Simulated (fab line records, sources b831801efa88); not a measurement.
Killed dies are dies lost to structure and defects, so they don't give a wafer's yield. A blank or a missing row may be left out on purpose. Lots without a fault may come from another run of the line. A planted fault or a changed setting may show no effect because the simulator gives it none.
fab line records | flow gf180mcu
record lots=24 wafers=72 last_day=34
route steps=602 shown CONTACT@288 V1@338 M3@409 V3@443
lots that met no fault: from a run of the same line without faults
start_h: hours from the record's first day to the start of the lot's first wafer shown | wait_h: hours since the lot's step before | " the same as in the row above | L1.1+2: a row that stands for several wafers | - no value, or no start given | * or withheld: withheld | < > ~ a bound
route shown NAME@n: a module of which the file shows steps, and the number in the route of the first | usual: mean/standard deviation of fault-free wafers | same: alike in all rows | chamber/n: place in a boat | sites: the reading at each site | _std_site: their standard deviation | _edge_site: outer sites' mean less inner sites' | radius_mm: how far each site lies from the wafer's centre | mask NAME#n: copy n | behind: the tool/chamber that last shaped the wafer | hold: why the lot was held/for how many hours/how that ended | device: the transistor (n, p or np) that didn't switch | end of line: the same wafers' tests at the end of the route | a step without rows: its recipe alone | killed: dies lost to structure and defects at the first sort, not the wafer's yield | map: a wafer's dies, x killed, . not, _ none there
set.NAME: the setting as run; set.NAME@STEP: as run at that earlier step | model.NAME: the simulator's own value behind a step, which no gauge read
steps of the route over a sample of lots; a table a step, a row a wafer
services: from which hour (start_h, from the record's first day; less than 0 if before it) a tool's chamber was out of use, for how many hours, and why
## steps
# step GF_CONTACT_THK_MEAS_01
# recipe reads=SiO2_of_CONTACT_CVD_00
# usual CONTACT_CVD_00_THK=301/3.4
# columns lot.wafer tool chamber start_h wait_h CONTACT_CVD_00_THK[nm]
L074.2 film_metro-04 - 340.52 0.1 292
L074.5 " - " " 296
L074.6 " - " " 297
L075.1 film_metro-02 - 349.95 0.0 297
L075.2 " - " " 301
L075.4 " - " " 302
L076.2 film_metro-02 - 358.09 0.0 302
L076.3 " - " " 305
L076.4 " - " " 304
L077.2 film_metro-01 - 365.79 0.0 310
L077.3 " - " " 308
L077.6 " - " " 307
L078.3 film_metro-01 - 377.95 0.0 301
L078.4 " - " " 295
L078.5 " - " " 302
L079.1 film_metro-04 - 382.95 0.0 297
L079.4 " - " " 298
L079.5 " - " " 297
L080.2 film_metro-04 - 392.92 0.0 301
L080.3 " - " " 306
L080.4 " - " " 306
L081.3 film_metro-04 - 403.11 0.0 302
L081.4 " - " " 305
L081.6 " - " " 302
L082.3 film_metro-01 - 410.63 0.0 296
L082.4 " - " " 294
L082.5 " - " " 292
L083.1 film_metro-04 - 418.45 0.0 305
L083.2 " - " " 302
L083.6 " - " " 300
L084.1 film_metro-02 - 433.67 0.0 297
L084.2 " - " " 301
L084.5 " - " " 307
L085.1 film_metro-02 - 439.17 0.0 300
L085.3 " - " " 302
L085.6 " - " " 298
L086.2 film_metro-04 - 442.26 0.0 295
L086.4 " - " " 298
L086.6 " - " " 294
L087.1 film_metro-01 - 449.28 0.0 302
L087.4 " - " " 301
L087.6 " - " " 303
L088.1 film_metro-02 - 462.42 0.0 302
L088.3 " - " " 302
L088.6 " - " " 300
L089.2 film_metro-02 - 470.73 0.0 304
L089.4 " - " " 299
L089.5 " - " " 302
L090.2 film_metro-04 - 486.28 0.1 296
L090.3 " - " " 301
L090.6 " - " " 300
L091.1 film_metro-01 - 502.53 0.0 298
L091.4 " - " " 300
L091.5 " - " " 299
L092.1 film_metro-04 - 517.17 0.0 302
L092.4 " - " " 299
L092.6 " - " " 298
L094.1 film_metro-02 - 520.72 0.0 297
L094.2 " - " " 302
L094.5 " - " " 303
L093.1 film_metro-02 - 521.66 0.0 302
L093.2 " - " " 302
L093.3 " - " " 300
L095.3 film_metro-01 - 525.23 0.0 296
L095.5 " - " " 297
L095.6 " - " " 302
L096.2 film_metro-01 - 538.83 0.0 302
L096.3 " - " " 299
L096.6 " - " " 300
L097.2 film_metro-02 - 541.88 0.0 298
L097.3 " - " " 297
L097.6 " - " " 298
# step GF_V1_THK_MEAS_03
# recipe reads=SiO2_of_V1_CVD_02
# usual V1_CVD_02_THK=848/11
# columns lot.wafer tool chamber start_h wait_h V1_CVD_02_THK[nm]
L074.2 film_metro-01 - 388.73 0.0 856
L074.5 " - " " 872
L074.6 " - " " 877
L075.1 film_metro-04 - 398.63 0.0 843
L075.2 " - " " 852
L075.4 " - " " 861
L076.2 film_metro-03 - 407.12 0.0 842
L076.3 " - " " 847
L076.4 " - " " 862
L077.2 film_metro-03 - 414.71 0.0 861
L077.3 " - " " 850
L077.6 " - " " 866
L078.3 film_metro-01 - 428.43 0.1 855
L078.4 " - " " 861
L078.5 " - " " 866
L079.1 film_metro-03 - 433.35 0.0 843
L079.4 " - " " 844
L079.5 " - " " 858
L080.2 film_metro-03 - 443.03 0.0 831
L080.3 " - " " 830
L080.4 " - " " 844
L081.3 film_metro-01 - 455.83 0.1 830
L081.4 " - " " 850
L081.6 " - " " 847
L082.3 film_metro-03 - 462.34 0.1 841
L082.4 " - " " 860
L082.5 " - " " 855
L083.1 film_metro-04 - 470.38 0.0 850
L083.2 " - " " 866
L083.6 " - " " 875
L084.1 film_metro-03 - 486.34 0.0 835
L084.2 " - " " 834
L084.5 " - " " 848
L085.1 film_metro-01 - 491.06 0.0 834
L085.3 " - " " 841
L085.6 " - " " 842
L086.2 film_metro-01 - 494.04 0.0 829
L086.4 " - " " 854
L086.6 " - " " 851
L087.1 film_metro-03 - 500.40 0.1 837
L087.4 " - " " 848
L087.6 " - " " 852
L088.1 film_metro-03 - 513.71 0.0 862
L088.3 " - " " 845
L088.6 " - " " 857
L089.2 film_metro-01 - 521.14 0.0 842
L089.4 " - " " 846
L089.5 " - " " 852
L090.2 film_metro-04 - 536.77 0.0 833
L090.3 " - " " 848
L090.6 " - " " 853
L091.1 film_metro-01 - 552.73 0.1 833
L091.4 " - " " 848
L091.5 " - " " 856
L092.1 film_metro-04 - 565.76 0.0 839
L092.4 " - " " 857
L092.6 " - " " 876
L094.1 film_metro-03 - 569.51 0.0 834
L094.2 " - " " 828
L094.5 " - " " 840
L093.1 film_metro-03 - 569.89 0.0 844
L093.2 " - " " 842
L093.3 " - " " 850
L095.3 film_metro-04 - 572.83 0.1 832
L095.5 " - " " 854
L095.6 " - " " 850
L096.2 film_metro-04 - 587.01 0.0 834
L096.3 " - " " 840
L096.6 " - " " 846
L097.2 film_metro-03 - 590.21 0.0 844
L097.3 " - " " 848
L097.6 " - " " 853
# step GF_V1_OVL_MEAS_15
# usual V1_OVL=2/5.7
# columns lot.wafer tool chamber start_h wait_h V1_OVL[nm]
L074.2 overlay-02 - 412.69 0.1 -6
L074.5 " - " " -4
L074.6 " - " " -5
L075.1 overlay-02 - 423.08 0.1 2
L075.2 " - " " 0
L075.4 " - " " 8
L076.2 overlay-02 - 431.52 0.1 4
L076.3 " - " " 1
L076.4 " - " " 8
L077.2 overlay-02 - 439.59 0.1 1
L077.3 " - " " 6
L077.6 " - " " 6
L078.3 overlay-01 - 453.72 0.1 0
L078.4 " - " " 1
L078.5 " - " " -6
L079.1 overlay-02 - 458.41 0.1 -6
L079.4 " - " " -8
L079.5 " - " " -4
L080.2 overlay-02 - 468.52 0.1 -3
L080.3 " - " " -5
L080.4 " - " " 1
L081.3 overlay-02 - 480.62 0.1 -3
L081.4 " - " " -7
L081.6 " - " " -14
L082.3 overlay-01 - 487.44 0.1 7
L082.4 " - " " 6
L082.5 " - " " 11
L083.1 overlay-01 - 495.23 0.1 8
L083.2 " - " " -5
L083.6 " - " " -2
L084.1 overlay-02 - 510.38 0.1 3
L084.2 " - " " 9
L084.5 " - " " 10
L085.1 overlay-02 - 515.58 0.1 4
L085.3 " - " " 2
L085.6 " - " " 2
L086.2 overlay-02 - 517.99 0.1 4
L086.4 " - " " 2
L086.6 " - " " 3
L087.1 overlay-01 - 524.38 0.1 2
L087.4 " - " " 0
L087.6 " - " " 4
L088.1 overlay-01 - 537.23 0.1 -1
L088.3 " - " " 2
L088.6 " - " " 0
L089.2 overlay-01 - 544.64 0.1 9
L089.4 " - " " 7
L089.5 " - " " 3
L090.2 overlay-01 - 559.14 0.1 5
L090.3 " - " " 6
L090.6 " - " " 6
L091.1 overlay-02 - 574.83 0.1 -8
L091.4 " - " " 0
L091.5 " - " " -5
L092.1 overlay-02 - 587.68 0.1 8
L092.4 " - " " -5
L092.6 " - " " -2
L094.1 overlay-02 - 591.71 0.1 10
L094.2 " - " " 8
L094.5 " - " " 7
L093.1 overlay-01 - 592.36 0.1 3
L093.2 " - " " 14
L093.3 " - " " 14
L095.3 overlay-01 - 594.49 0.1 0
L095.5 " - " " 0
L095.6 " - " " 3
L096.2 overlay-01 - 609.19 0.1 4
L096.3 " - " " 16
L096.6 " - " " 4
L097.2 overlay-02 - 612.44 0.1 1
L097.3 " - " " -7
L097.6 " - " " 1
# step GF_M3_SPUTTER_00
# recipe material=Ti target_thk_nm=37.5 arriving_ion_energy_ev=80 substrate_temp_c=200 chamber_pressure_pa=2 power_w=4000 time_s=150
# usual substrate_temp_c=200.01/0.17 throttle_valve_pct=29.8/0.92
# columns lot.wafer tool chamber start_h wait_h substrate_temp_c throttle_valve_pct
L074.2 pvd_sputter-01 - 466.07 0.1 200.08 31.3
L074.5 " - " " 199.92 31.8
L074.6 " - " " 199.75 29.1
L075.1 pvd_sputter-04 - 475.92 0.1 200.08 30.1
L075.2 " - " " 200.04 29.0
L075.4 " - " " 200.05 29.9
L076.2 pvd_sputter-01 - 488.10 0.1 199.88 29.5
L076.3 " - " " 200.10 31.4
L076.4 " - " " 199.96 29.1
L077.2 pvd_sputter-01 - 492.19 0.1 200.13 29.4
L077.3 " - " " 200.07 28.6
L077.6 " - " " 200.24 29.5
L078.3 pvd_sputter-01 - 506.80 0.2 200.10 29.3
L078.4 " - " " 200.03 29.1
L078.5 " - " " 200.21 28.7
L079.1 pvd_sputter-03 - 511.25 0.2 200.28 30.5
L079.4 " - " " 199.95 30.7
L079.5 " - " " 200.36 30.4
L080.2 pvd_sputter-03 - 521.10 0.2 199.70 29.7
L080.3 " - " " 199.73 29.1
L080.4 " - " " 199.93 30.7
L081.3 pvd_sputter-01 - 532.40 0.2 199.94 31.4
L081.4 " - " " 199.94 29.2
L081.6 " - " " 200.03 31.5
L082.3 pvd_sputter-03 - 538.20 0.1 199.92 30.3
L082.4 " - " " 199.92 29.7
L082.5 " - " " 199.90 30.8
L083.1 pvd_sputter-03 - 546.75 0.1 199.95 30.5
L083.2 " - " " 199.95 29.6
L083.6 " - " " 200.17 29.3
L084.1 pvd_sputter-03 - 561.13 0.1 200.10 29.8
L084.2 " - " " 199.81 30.3
L084.5 " - " " 200.05 30.7
L085.1 pvd_sputter-04 - 565.02 0.1 199.82 28.8
L085.3 " - " " 200.22 29.9
L085.6 " - " " 200.18 29.0
L086.2 pvd_sputter-01 - 568.04 0.1 199.97 31.3
L086.4 " - " " 200.23 28.4
L086.6 " - " " 200.06 31.7
L087.1 pvd_sputter-01 - 574.05 0.1 200.04 31.3
L087.4 " - " " 200.02 28.4
L087.6 " - " " 200.18 29.3
L088.1 pvd_sputter-03 - 586.88 0.2 199.86 30.4
L088.3 " - " " 200.02 30.6
L088.6 " - " " 200.35 30.5
L089.2 pvd_sputter-03 - 594.10 0.2 199.98 29.7
L089.4 " - " " 200.00 30.8
L089.5 " - " " 200.12 30.7
L090.2 pvd_sputter-04 - 607.90 0.1 200.08 29.9
L090.3 " - " " 200.04 28.8
L090.6 " - " " 199.97 30.4
L091.1 pvd_sputter-01 - 621.76 0.1 200.05 29.1
L091.4 " - " " 200.11 28.6
L091.5 " - " " 200.18 28.6
L092.1 pvd_sputter-01 - 635.13 0.1 200.07 29.1
L092.4 " - " " 200.07 29.5
L092.6 " - " " 199.87 29.0
L094.1 pvd_sputter-04 - 638.33 0.2 199.93 28.8
L094.2 " - " " 200.18 29.1
L094.5 " - " " 200.15 29.9
L093.1 pvd_sputter-04 - 638.86 0.2 199.96 30.3
L093.2 " - " " 199.85 29.9
L093.3 " - " " 199.50 29.1
L095.3 pvd_sputter-03 - 640.74 0.1 200.08 30.4
L095.5 " - " " 200.11 29.2
L095.6 " - " " 200.14 30.4
L096.2 pvd_sputter-01 - 655.11 0.1 200.24 29.5
L096.3 " - " " 199.92 31.7
L096.6 " - " " 199.76 31.4
L097.2 pvd_sputter-01 - 658.48 0.1 199.96 28.7
L097.3 " - " " 199.97 31.5
L097.6 " - " " 200.26 29.3
# step GF_M3_OVL_MEAS_15
# usual M3_OVL=-2/5.2
# columns lot.wafer tool chamber start_h wait_h M3_OVL[nm]
L074.2 overlay-02 - 490.64 0.1 -9
L074.5 " - " " 3
L074.6 " - " " -1
L075.1 overlay-01 - 500.38 0.1 2
L075.2 " - " " 1
L075.4 " - " " -5
L076.2 overlay-02 - 512.07 0.1 -9
L076.3 " - " " -9
L076.4 " - " " -11
L077.2 overlay-02 - 516.52 0.1 -2
L077.3 " - " " -6
L077.6 " - " " -6
L078.3 overlay-01 - 530.67 0.1 7
L078.4 " - " " 3
L078.5 " - " " 9
L079.1 overlay-01 - 534.83 0.1 0
L079.4 " - " " -2
L079.5 " - " " 3
L080.2 overlay-02 - 544.22 0.1 -1
L080.3 " - " " 0
L080.4 " - " " -5
L081.3 overlay-02 - 555.94 0.1 -5
L081.4 " - " " -1
L081.6 " - " " 0
L082.3 overlay-02 - 561.12 0.1 -6
L082.4 " - " " -5
L082.5 " - " " -3
L083.1 overlay-02 - 569.23 0.1 -8
L083.2 " - " " 0
L083.6 " - " " -3
L084.1 overlay-01 - 583.53 0.1 -2
L084.2 " - " " 1
L084.5 " - " " -3
L085.1 overlay-01 - 587.33 0.1 0
L085.3 " - " " -2
L085.6 " - " " -4
L086.2 overlay-02 - 590.19 0.1 -2
L086.4 " - " " -5
L086.6 " - " " 2
L087.1 overlay-01 - 595.51 0.1 7
L087.4 " - " " -2
L087.6 " - " " 7
L088.1 overlay-01 - 608.76 0.1 -5
L088.3 " - " " -2
L088.6 " - " " -2
L089.2 overlay-01 - 616.06 0.1 -1
L089.4 " - " " -7
L089.5 " - " " -4
L090.2 overlay-02 - 628.92 0.1 -12
L090.3 " - " " -6
L090.6 " - " " -1
L091.1 overlay-01 - 641.83 0.1 -3
L091.4 " - " " -4
L091.5 " - " " 1
L092.1 overlay-01 - 655.28 0.1 -12
L092.4 " - " " -8
L092.6 " - " " -5
L094.1 overlay-02 - 658.36 0.1 -6
L094.2 " - " " 0
L094.5 " - " " 0
L093.1 overlay-01 - 659.01 0.1 4
L093.2 " - " " 5
L093.3 " - " " 3
L095.3 overlay-02 - 660.87 0.1 -11
L095.5 " - " " -2
L095.6 " - " " -2
L096.2 overlay-02 - 674.87 0.1 5
L096.3 " - " " 8
L096.6 " - " " 9
L097.2 overlay-01 - 678.51 0.1 -5
L097.3 " - " " -1
L097.6 " - " " -5
# step GF_V3_CD_MEAS_14
# recipe target_cd_nm=260
# usual cd_nm=259.9/1
# columns lot.wafer tool chamber start_h wait_h cd_nm
L074.2 cd_sem-01 - 515.83 0.1 258.8
L074.5 " - " " 258.3
L074.6 " - " " 258.5
L075.1 cd_sem-01 - 525.16 0.1 259.5
L075.2 " - " " 258.7
L075.4 " - " " 259.0
L076.2 cd_sem-02 - 536.13 0.1 261.0
L076.3 " - " " 261.1
L076.4 " - " " 260.2
L077.2 cd_sem-01 - 541.18 0.1 260.2
L077.3 " - " " 259.5
L077.6 " - " " 259.0
L078.3 cd_sem-02 - 554.90 0.1 260.1
L078.4 " - " " 259.0
L078.5 " - " " 259.9
L079.1 cd_sem-01 - 558.21 0.1 258.5
L079.4 " - " " 258.9
L079.5 " - " " 260.0
L080.2 cd_sem-01 - 568.03 0.1 262.0
L080.3 " - " " 261.2
L080.4 " - " " 260.8
L081.3 cd_sem-02 - 579.78 0.1 259.7
L081.4 " - " " 259.4
L081.6 " - " " 260.3
L082.3 cd_sem-01 - 584.55 0.1 258.5
L082.4 " - " " 259.9
L082.5 " - " " 260.6
L083.1 cd_sem-01 - 592.46 0.1 259.3
L083.2 " - " " 259.2
L083.6 " - " " 259.0
L084.1 cd_sem-02 - 605.91 0.1 259.4
L084.2 " - " " 260.4
L084.5 " - " " 261.0
L085.1 cd_sem-02 - 609.81 0.2 260.8
L085.3 " - " " 260.4
L085.6 " - " " 259.9
L086.2 cd_sem-02 - 612.63 0.1 258.9
L086.4 " - " " 259.7
L086.6 " - " " 259.0
L087.1 cd_sem-02 - 618.26 0.1 259.0
L087.4 " - " " 259.3
L087.6 " - " " 260.8
L088.1 cd_sem-01 - 630.91 0.1 262.2
L088.3 " - " " 262.5
L088.6 " - " " 262.2
L089.2 cd_sem-01 - 637.58 0.1 261.9
L089.4 " - " " 261.6
L089.5 " - " " 261.3
L090.2 cd_sem-02 - 650.61 0.1 260.0
L090.3 " - " " 258.8
L090.6 " - " " 260.0
L091.1 cd_sem-01 - 662.91 0.1 258.9
L091.4 " - " " 258.2
L091.5 " - " " 258.3
L092.1 cd_sem-02 - 676.06 0.1 259.6
L092.4 " - " " 258.1
L092.6 " - " " 259.1
L094.1 cd_sem-02 - 679.04 0.1 259.5
L094.2 " - " " 259.7
L094.5 " - " " 259.9
L093.1 cd_sem-02 - 679.51 0.1 260.0
L093.2 " - " " 258.7
L093.3 " - " " 259.3
L095.3 cd_sem-01 - 681.75 0.1 261.7
L095.5 " - " " 260.8
L095.6 " - " " 261.5
L096.2 cd_sem-01 - 695.18 0.1 259.0
L096.3 " - " " 259.2
L096.6 " - " " 258.3
L097.2 cd_sem-01 - 698.28 0.1 260.2
L097.3 " - " " 260.4
L097.6 " - " " 260.0
## services
# columns tool chamber start_h hours kind
pvd_sputter-01 - 459.55 0.6 repair
pvd_sputter-04 0 460.02 - consumable_replace:kit
pvd_sputter-04 0 460.02 18.0 scheduled_down
pvd_sputter-04 0 460.02 18.0 vent_cycle
pvd_sputter-01 0 468.88 - consumable_replace:kit
pvd_sputter-01 0 468.88 18.0 scheduled_down
pvd_sputter-01 0 468.88 18.0 vent_cycle
pvd_sputter-03 - 487.65 2.0 repair
pvd_sputter-03 - 489.88 5.8 repair
pvd_sputter-04 - 510.74 0.5 repair
pvd_sputter-03 - 622.67 3.8 repair
pvd_sputter-04 3 639.75 - consumable_replace:kit
pvd_sputter-04 3 639.75 18.0 scheduled_down
pvd_sputter-04 3 639.75 18.0 vent_cycle
pvd_sputter-01 3 639.94 - consumable_replace:kit
pvd_sputter-01 3 639.94 18.0 scheduled_down
pvd_sputter-01 3 639.94 18.0 vent_cycle
pvd_sputter-03 3 640.96 - consumable_replace:kit
pvd_sputter-03 3 640.96 18.0 scheduled_down
pvd_sputter-03 3 640.96 18.0 vent_cycle
## key
fault none
